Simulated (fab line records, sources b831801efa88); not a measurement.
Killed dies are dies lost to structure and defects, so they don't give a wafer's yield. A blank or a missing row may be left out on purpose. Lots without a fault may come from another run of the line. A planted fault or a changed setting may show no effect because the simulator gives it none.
Which tool did it? | flow gf180mcu | 13 lots, 39 wafers sampled, at 5 steps of a route of 602

WHAT THE GAUGES READ, wafer by wafer
GF_MVPSD_TW_MEAS_11.
lot  | measured     | on            | MVPSD_TW
L662 | day 5 02:38  | film_metro-01 | 546 548 547
L663 | day 5 07:26  | film_metro-01 | 549 546 547
L665 | day 6 00:26  | film_metro-04 | 552 551 554
L666 | day 6 02:46  | film_metro-01 | 548 551 551
L667 | day 6 06:24  | film_metro-04 | 554 555 551
L668 | day 6 18:15  | film_metro-01 | 553 551 551
L669 | day 6 20:41  | film_metro-02 | 548 547 549
L670 | day 7 00:53  | film_metro-01 | 666 663 662
L672 | day 7 14:13  | film_metro-01 | 543 543 543
L673 | day 7 19:56  | film_metro-04 | 558 559 558
L677 | day 8 21:31  | film_metro-04 | 671 673 675
L683 | day 10 08:27 | film_metro-02 | 553 553 555
L684 | day 10 16:42 | film_metro-01 | 549 550 553

GF_VT_IMPLANT_RS_MEAS_49: measures by four-point-probe.
lot  | measured     | on            | MVPSD_RS (ohm/sq)
L662 | day 7 17:12  | film_metro-02 | 1167 1166 1164
L663 | day 7 20:58  | film_metro-01 | 1168 1166 1162
L665 | day 8 18:11  | film_metro-04 | 1167 1169 1166
L666 | day 8 20:55  | film_metro-01 | 1175 1170 1172
L667 | day 9 01:17  | film_metro-01 | 1171 1171 1170
L668 | day 9 13:36  | film_metro-02 | 1162 1168 1164
L669 | day 9 16:36  | film_metro-02 | 1172 1169 1174
L670 | day 9 20:21  | film_metro-04 | 821 821 823
L672 | day 10 11:14 | film_metro-04 | 1171 1170 1167
L673 | day 10 20:19 | film_metro-02 | 1175 1171 1173
L677 | day 11 22:28 | film_metro-04 | 820 822 822
L683 | day 13 14:29 | film_metro-01 | 1164 1165 1166
L684 | day 14 00:29 | film_metro-02 | 1165 1164 1169

GF_POLY_GATE_CD_MEAS_18.
lot  | measured     | on        | cd_nm (nm)
L662 | day 9 13:37  | cd_sem-01 | 280.5 280.9 282.2
L663 | day 9 16:48  | cd_sem-01 | 277.5 277.5 283.4
L665 | day 10 16:13 | cd_sem-02 | 280.4 276.8 277.6
L666 | day 10 16:14 | cd_sem-01 | 281.3 282.2 283.2
L667 | day 10 21:17 | cd_sem-01 | 282.4 277.8 276.9
L668 | day 11 13:29 | cd_sem-01 | 280.3 281.4 279.2
L669 | day 11 16:23 | cd_sem-02 | 284.3 278.4 281.3
L670 | day 11 17:38 | cd_sem-01 | 283.3 281.5 282.6
L672 | day 12 09:47 | cd_sem-01 | 279.2 277.2 277.4
L673 | day 12 18:23 | cd_sem-01 | 282.9 282.2 280.0
L677 | day 14 02:33 | cd_sem-02 | 279.0 279.3 278.0
L683 | day 15 19:50 | cd_sem-01 | 279.0 279.8 279.0
L684 | day 16 06:29 | cd_sem-02 | 280.6 273.8 275.5

GF_PSD_OVL_MEAS_08.
lot  | measured     | on         | PSD_OVL (nm)
L662 | day 14 13:52 | overlay-01 | 0.9 -2.5 -0.9
L663 | day 14 18:09 | overlay-01 | 1.6 0.5 -1.2
L665 | day 15 20:51 | overlay-02 | -0.2 -0.2 0.5
L666 | day 15 21:44 | overlay-01 | 0.4 -0.2 0.9
L667 | day 16 03:38 | overlay-01 | 0.0 1.2 0.4
L668 | day 16 23:07 | overlay-02 | -1.0 -0.9 -2.8
L669 | day 17 02:49 | overlay-02 | -0.2 0.6 0.9
L670 | day 17 04:20 | overlay-01 | 0.7 0.7 2.0
L672 | day 18 00:43 | overlay-02 | 1.3 1.8 1.4
L673 | day 18 08:08 | overlay-02 | -2.3 -1.4 0.6
L677 | day 19 22:49 | overlay-02 | 0.6 -1.5 -0.1
L683 | day 22 00:17 | overlay-02 | -0.2 1.0 0.6
L684 | day 22 10:57 | overlay-01 | 0.7 1.2 2.4

WHICH TOOL RAN EACH LOT (tool, then ch and the chambers of the sampled wafers, then the start)
lot  | GF_MVPSD_IMPLANT_08
L662 | implanter-04 ch 0, day 5 02:15
L663 | implanter-04 ch 0, day 5 07:03
L665 | implanter-01 ch 0, day 6 00:02
L666 | implanter-03 ch 0, day 6 02:23
L667 | implanter-01 ch 0, day 6 06:00
L668 | implanter-03 ch 0, day 6 17:51
L669 | implanter-01 ch 0, day 6 20:17
L670 | implanter-04 ch 0, day 7 00:11
L672 | implanter-04 ch 0, day 7 13:49
L673 | implanter-03 ch 0, day 7 19:33
L677 | implanter-01 ch 0, day 8 20:46
L683 | implanter-04 ch 0, day 10 08:05
L684 | implanter-01 ch 0, day 10 16:20
- GF_MVPSD_IMPLANT_08

WHAT THE TOOLS THEMSELVES READ (means of the sampled wafers that have a number; where no wafer has one, the mark that the record gives instead)
GF_MVPSD_IMPLANT_08.
lot  | tool         | faraday_current_uA
L662 | implanter-04 | 83.2
L663 | implanter-04 | 85.7
L665 | implanter-01 | 84.5
L666 | implanter-03 | 82.7
L667 | implanter-01 | 85.9
L668 | implanter-03 | 83.2
L669 | implanter-01 | 83.3
L670 | implanter-04 | 85.2
L672 | implanter-04 | 84.1
L673 | implanter-03 | 85.0
L677 | implanter-01 | 85.0
L683 | implanter-04 | 84.4
L684 | implanter-01 | 84.4

THE ANSWER, worked out from the rows above alone
Rule: what is usual is taken from the lots themselves. Put in order of their means at a reading, lots are off if they are a third of the lots or fewer, leave a main group of 4 or more, and stand apart from it by a gap of 3 or more times the standard deviation of the main group's means; of several such gaps the widest counts. A main group whose means are all the same, to the digits that the tables above print for the reading, isn't used. A lot without any number at a reading at which 4 lots or more have one is off too. The other lots that the step has rows for count as sound. The gauges are gone through in route order, then the tools' own readings, and for those a lot's mean is taken as printed above. The first step at which some lot is off is used, and at that step the reading that is off furthest; a lot without a number counts as furthest.
Off: L670, L677, at GF_MVPSD_TW_MEAS_11 (MVPSD_TW). The main group: mean 550, standard deviation 3.9.
A tool fits if, at a process step before that reading, it ran every lot that is off, and no sound lot after the first of them. The gauges at GF_MVPSD_TW_MEAS_11 are tried like those tools. None of those tried fits.

WHAT THE SIMULATOR HAD PUT IN
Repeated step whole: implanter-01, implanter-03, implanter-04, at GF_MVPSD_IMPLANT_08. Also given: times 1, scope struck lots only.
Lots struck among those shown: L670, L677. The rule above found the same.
